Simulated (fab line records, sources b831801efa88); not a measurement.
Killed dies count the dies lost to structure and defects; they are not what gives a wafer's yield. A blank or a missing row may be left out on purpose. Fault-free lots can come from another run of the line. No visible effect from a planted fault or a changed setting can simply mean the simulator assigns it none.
Problem report, 8D (eight disciplines) form, completed by code / flow sky130 / the parts of the form that need people (team, actions taken, sign-off) are left out

== 1. WHAT IS WRONG ==
run-length-s at SKY_SD_N_CLEAN_13 reads a mean of 74 s on 3 wafers of 1 lot; wafers without a fault read 180 s with a standard deviation of 3.9. That puts it -27 standard deviations away from the usual mean.
The step: cleans in SC1/SC2, time 150 s.
First observed at day 31 15:28: wafer L750.3, on wet-bench-04. The record holds 15 wafers of 5 lots with a number at this step. Rule for "out" (also "out of limits"): further than 4 standard deviations from the usual mean. All remaining wafers that have a number are taken as sound.

== 2. WHAT IT IS, AND WHAT IT ISN'T ==
question=which readings at this step | is=run-length-s | is not=-
question=which lots | is=L750 | is not=L741, L754, L757, L763
question=which wafers of those lots | is=all that have a number | is not=-
question=read on which tools | is=wet-bench-04 | is not=wet-bench-02
question=when | is=from day 31 15:28 | is not=up to then (3 sound wafers); but 9 sound wafers of L754, L757, L763 came after

== 3. SUSPECTS, AND WHAT RULES EACH OUT ==
Counting: a tool at a process step up to the reading stays a suspect if it ran every lot that is out and no sound lot after the first of them.
- plasma-asher-01 at SKY_SD_N_STRIP_11 (strips in O2/N2): ruled out as a lasting fault. Following L750 (day 31 15:20), the first lot on it that is out, the sound lots L763 were run on it.
- wet-bench-04 at SKY_SD_N_CLEAN_13 (cleans in SC1/SC2, time 150 s): ruled out as a lasting fault. Following L750 (day 31 15:28), the first lot on it that is out, the sound lots L763 were run on it.
Left after counting: nothing in the record.

== 4. THE CAUSE (what the simulator had put in) ==
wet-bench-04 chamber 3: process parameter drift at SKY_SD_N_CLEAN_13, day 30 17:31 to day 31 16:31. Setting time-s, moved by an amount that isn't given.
Counting ruled it out, wrongly.

== 5. SEQUENCE OF EFFECTS, ordered by route ==
Rows list readings where the struck wafers' mean (over those with a number) sits beyond 3 standard deviations from the usual. Only readings whose record carries a usual standard deviation are examined. hours: median over the lots of the time between each lot's start at the first step of this table that gives one and its start at this step. sigmas: the change, counted in usual standard deviations.
hours=0; step=SKY_SD_N_CLEAN_13; reading=run-length-s; usual=180 s; on struck wafers=74; change=-106; sigmas=-27
The process steps in it:
- SKY_SD_N_CLEAN_13: cleans in SC1/SC2, time 150 s.

== 6. WHAT WOULD HAVE CAUGHT IT SOONER ==
The fault began at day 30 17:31; the first out-of-limits reading in this record came at day 31 15:28, 22 hours later.
